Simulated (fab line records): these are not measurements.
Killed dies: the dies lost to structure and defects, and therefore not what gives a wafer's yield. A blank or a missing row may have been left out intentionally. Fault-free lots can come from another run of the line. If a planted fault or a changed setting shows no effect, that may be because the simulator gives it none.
What tool caused it? :: flow gf180mcu :: 12 lots with 35 wafers sampled at 5 steps, on a route of 602 steps

WHAT THE GAUGES READ, wafer by wafer
GF_V4_RS_MEAS_24: a four-point-probe measurement.
lot: L101
measured: day 24 06:43
on: film_metro-01
V4_W_RS (ohm/sq): 0.328 0.333 0.335

lot: L102
measured: day 24 11:07
on: film_metro-03
V4_W_RS (ohm/sq): 0.335 0.328 0.332

lot: L105
measured: day 25 19:52
on: film_metro-04
V4_W_RS (ohm/sq): 0.324 0.330 0.324

lot: L107
measured: day 26 13:26
on: film_metro-04
V4_W_RS (ohm/sq): 0.325 0.324 0.328

lot: L108
measured: day 26 21:14
on: film_metro-04
V4_W_RS (ohm/sq): 0.335 0.322 0.337

lot: L116
measured: day 29 10:50
on: film_metro-03
V4_W_RS (ohm/sq): 0.341 0.342

lot: L119
measured: day 30 03:02
on: film_metro-01
V4_W_RS (ohm/sq): 0.326 0.335 0.336

lot: L120
measured: day 30 08:23
on: film_metro-01
V4_W_RS (ohm/sq): 0.332 0.326 0.329

lot: L121
measured: day 30 15:51
on: film_metro-03
V4_W_RS (ohm/sq): 0.334 0.335 0.332

lot: L122
measured: day 30 23:03
on: film_metro-01
V4_W_RS (ohm/sq): 0.326 0.326 0.326

lot: L123
measured: day 31 05:55
on: film_metro-03
V4_W_RS (ohm/sq): 0.325 0.330 0.328

lot: L124
measured: day 31 09:23
on: film_metro-01
V4_W_RS (ohm/sq): 0.327 0.338 0.329

GF_TOP_METAL_CD_MEAS_14 targets a cd of 440 nm.
lot: L101
measured: day 27 23:32
on: cd_sem-02
cd_nm (nm): 439.9 437.7 437.6

lot: L102
measured: day 28 03:05
on: cd_sem-02
cd_nm (nm): 438.6 439.2 437.2

lot: L105
measured: day 29 08:35
on: cd_sem-01
cd_nm (nm): 437.9 437.8 438.7

lot: L107
measured: day 29 23:41
on: cd_sem-02
cd_nm (nm): 440.7 436.6 439.5

lot: L108
measured: day 30 05:51
on: cd_sem-02
cd_nm (nm): 436.8 436.0 436.1

lot: L116
measured: day 32 14:18
on: cd_sem-01
cd_nm (nm): 458.2 442.4

lot: L119
measured: day 33 04:27
on: cd_sem-01
cd_nm (nm): 441.7 440.3 440.8

lot: L120
measured: day 33 08:55
on: cd_sem-01
cd_nm (nm): 436.3 438.6 438.9

lot: L121
measured: day 33 15:47
on: cd_sem-01
cd_nm (nm): 437.6 437.5 437.7

lot: L122
measured: day 33 21:37
on: cd_sem-02
cd_nm (nm): 439.8 441.7 440.2

lot: L123
measured: day 34 03:17
on: cd_sem-01
cd_nm (nm): 440.7 439.0 438.7

lot: L124
measured: day 34 07:06
on: cd_sem-01
cd_nm (nm): 438.8 439.2 442.6

TOOL THAT RAN EACH LOT (tool first, then ch and the chambers of the sampled wafers, then the start)
lot: L101
GF_MIM_SPUTTER_00: pvd_sputter-03, day 24 07:11
GF_M5_ETCH_09: rie_diel-04 ch 0,2,3, day 26 03:04
GF_TOP_METAL_DEVELOP_13: litho_track-03 ch 0, day 27 23:23

lot: L102
GF_MIM_SPUTTER_00: pvd_sputter-03, day 24 11:35
GF_M5_ETCH_09: rie_diel-03 ch 0,1,3, day 26 07:43
GF_TOP_METAL_DEVELOP_13: litho_track-02 ch 0, day 28 02:56

lot: L105
GF_MIM_SPUTTER_00: pvd_sputter-03, day 25 20:19
GF_M5_ETCH_09: rie_diel-02 ch 0,2,3, day 27 14:18
GF_TOP_METAL_DEVELOP_13: litho_track-03 ch 0, day 29 08:26

lot: L107
GF_MIM_SPUTTER_00: pvd_sputter-04, day 26 13:53
GF_M5_ETCH_09: rie_diel-03 ch 1,2,3, day 28 07:07
GF_TOP_METAL_DEVELOP_13: litho_track-02 ch 0, day 29 23:32

lot: L108
GF_MIM_SPUTTER_00: pvd_sputter-02, day 26 21:39
GF_M5_ETCH_09: rie_diel-02 ch 1,2, day 28 14:04
GF_TOP_METAL_DEVELOP_13: litho_track-02 ch 0, day 30 05:43

lot: L116
GF_MIM_SPUTTER_00: pvd_sputter-02, day 29 11:19
GF_M5_ETCH_09: rie_diel-04 ch 2,3, day 31 00:31
GF_TOP_METAL_DEVELOP_13: litho_track-02 ch 0, day 32 14:05

lot: L119
GF_MIM_SPUTTER_00: pvd_sputter-04, day 30 03:29
GF_M5_ETCH_09: rie_diel-04 ch 0,2, day 31 15:39
GF_TOP_METAL_DEVELOP_13: litho_track-03 ch 0, day 33 04:19

lot: L120
GF_MIM_SPUTTER_00: pvd_sputter-02, day 30 08:52
GF_M5_ETCH_09: rie_diel-02 ch 1,2,3, day 31 21:19
GF_TOP_METAL_DEVELOP_13: litho_track-04 ch 0, day 33 08:46

lot: L121
GF_MIM_SPUTTER_00: pvd_sputter-02, day 30 16:20
GF_M5_ETCH_09: rie_diel-02 ch 0,3, day 32 04:28
GF_TOP_METAL_DEVELOP_13: litho_track-03 ch 0, day 33 15:37

lot: L122
GF_MIM_SPUTTER_00: pvd_sputter-03, day 30 23:32
GF_M5_ETCH_09: rie_diel-04 ch 1,2,3, day 32 10:44
GF_TOP_METAL_DEVELOP_13: litho_track-03 ch 0, day 33 21:28

lot: L123
GF_MIM_SPUTTER_00: pvd_sputter-03, day 31 06:23
GF_M5_ETCH_09: rie_diel-04 ch 0,2, day 32 17:03
GF_TOP_METAL_DEVELOP_13: litho_track-04 ch 0, day 34 03:08

lot: L124
GF_MIM_SPUTTER_00: pvd_sputter-02, day 31 10:24
GF_M5_ETCH_09: rie_diel-02 ch 1,3, day 32 21:04
GF_TOP_METAL_DEVELOP_13: litho_track-03 ch 0, day 34 06:58
- GF_MIM_SPUTTER_00: material Ti, target thk 37.5 nm, time 150 s.
- GF_M5_ETCH_09: etches Si3N4 in CF4/O2, target depth 52 nm, time 11.6 s.
- GF_TOP_METAL_DEVELOP_13: develop time 60 s.

WHAT THE TOOLS THEMSELVES READ (means of the sampled wafers that have a number; where no wafer has one, the mark that the record gives instead)
GF_MIM_SPUTTER_00.
lot: L101
tool: pvd_sputter-03
throttle_valve_pct (%): 29.1

lot: L102
tool: pvd_sputter-03
throttle_valve_pct (%): 29.4

lot: L105
tool: pvd_sputter-03
throttle_valve_pct (%): 29.4

lot: L107
tool: pvd_sputter-04
throttle_valve_pct (%): 30.0

lot: L108
tool: pvd_sputter-02
throttle_valve_pct (%): 30.4

lot: L116
tool: pvd_sputter-02
throttle_valve_pct (%): 28.8

lot: L119
tool: pvd_sputter-04
throttle_valve_pct (%): 29.9

lot: L120
tool: pvd_sputter-02
throttle_valve_pct (%): 30.3

lot: L121
tool: pvd_sputter-02
throttle_valve_pct (%): 29.9

lot: L122
tool: pvd_sputter-03
throttle_valve_pct (%): 29.2

lot: L123
tool: pvd_sputter-03
throttle_valve_pct (%): 29.2

lot: L124
tool: pvd_sputter-02
throttle_valve_pct (%): 29.3

GF_M5_ETCH_09.
lot: L101
tool: rie_diel-04
drypump_motor_current_A (A): 5.7
oes_product_au (a.u.): 1.002
throttle_valve_pct (%): 5.981

lot: L102
tool: rie_diel-03
drypump_motor_current_A (A): 5.8
oes_product_au (a.u.): 0.995
throttle_valve_pct (%): 5.961

lot: L105
tool: rie_diel-02
drypump_motor_current_A (A): 5.5
oes_product_au (a.u.): 0.987
throttle_valve_pct (%): 5.973

lot: L107
tool: rie_diel-03
drypump_motor_current_A (A): 5.5
oes_product_au (a.u.): 0.980
throttle_valve_pct (%): 5.965

lot: L108
tool: rie_diel-02
drypump_motor_current_A (A): 5.9
oes_product_au (a.u.): 1.007
throttle_valve_pct (%): 5.967

lot: L116
tool: rie_diel-04
drypump_motor_current_A (A): 5.5
oes_product_au (a.u.): 0.999
throttle_valve_pct (%): 5.965

lot: L119
tool: rie_diel-04
drypump_motor_current_A (A): 6.0
oes_product_au (a.u.): 1.007
throttle_valve_pct (%): 5.982

lot: L120
tool: rie_diel-02
drypump_motor_current_A (A): 5.7
oes_product_au (a.u.): 1.011
throttle_valve_pct (%): 5.981

lot: L121
tool: rie_diel-02
drypump_motor_current_A (A): 5.4
oes_product_au (a.u.): 0.984
throttle_valve_pct (%): 5.971

lot: L122
tool: rie_diel-04
drypump_motor_current_A (A): 5.2
oes_product_au (a.u.): 0.991
throttle_valve_pct (%): 5.964

lot: L123
tool: rie_diel-04
drypump_motor_current_A (A): 5.9
oes_product_au (a.u.): 1.010
throttle_valve_pct (%): 5.974

lot: L124
tool: rie_diel-02
drypump_motor_current_A (A): 6.0
oes_product_au (a.u.): 1.007
throttle_valve_pct (%): 5.970

GF_TOP_METAL_DEVELOP_13.
lot: L101
tool: litho_track-03
developer_temp_C (C): 23.01

lot: L102
tool: litho_track-02
developer_temp_C (C): 23.08

lot: L105
tool: litho_track-03
developer_temp_C (C): 23.11

lot: L107
tool: litho_track-02
developer_temp_C (C): 23.01

lot: L108
tool: litho_track-02
developer_temp_C (C): 22.99

lot: L116
tool: litho_track-02
developer_temp_C (C): 23.20

lot: L119
tool: litho_track-03
developer_temp_C (C): 23.08

lot: L120
tool: litho_track-04
developer_temp_C (C): 23.05

lot: L121
tool: litho_track-03
developer_temp_C (C): 23.03

lot: L122
tool: litho_track-03
developer_temp_C (C): 23.06

lot: L123
tool: litho_track-04
developer_temp_C (C): 22.96

lot: L124
tool: litho_track-03
developer_temp_C (C): 23.11

THE ANSWER, worked out from the rows above alone
Rule: what is usual is taken from the lots themselves. The widest of any qualifying gaps counts: lots, ordered by their means at a reading, are off when they make up no more than a third of the lots, leave a main group of 4 or more, and stand apart from it by 3 or more times the standard deviation of that group's means. Not used: any main group whose means are identical at the precision the tables above print for the reading. A lot without any number at a reading at which 4 lots or more have one is off too. The other lots that the step has rows for count as sound. The gauges are gone through in route order, then the tools' own readings, and for those a lot's mean is taken as printed above. The first step at which some lot is off is used, and at that step the reading that is off furthest; a lot without a number counts as furthest.
Off at GF_TOP_METAL_CD_MEAS_14 (cd_nm): L116. For the main group the mean is 438.8 nm and the standard deviation 1.3.
If a tool, at a process step before that reading, ran all the lots that are off and no sound lot after the first of them, it fits. Gauges at GF_TOP_METAL_CD_MEAS_14: tried the same way as those tools. One fits: GF_TOP_METAL_DEVELOP_13 on litho_track-02. Its last sound lot is L108 (day 30 05:43), its first lot that is off L116 (day 32 14:05): a fault that began between those two fits.

WHAT WAS PUT IN BY THE SIMULATOR
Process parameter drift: litho_track-02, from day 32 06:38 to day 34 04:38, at GF_TOP_METAL_DEVELOP_13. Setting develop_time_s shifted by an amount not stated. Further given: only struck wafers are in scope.
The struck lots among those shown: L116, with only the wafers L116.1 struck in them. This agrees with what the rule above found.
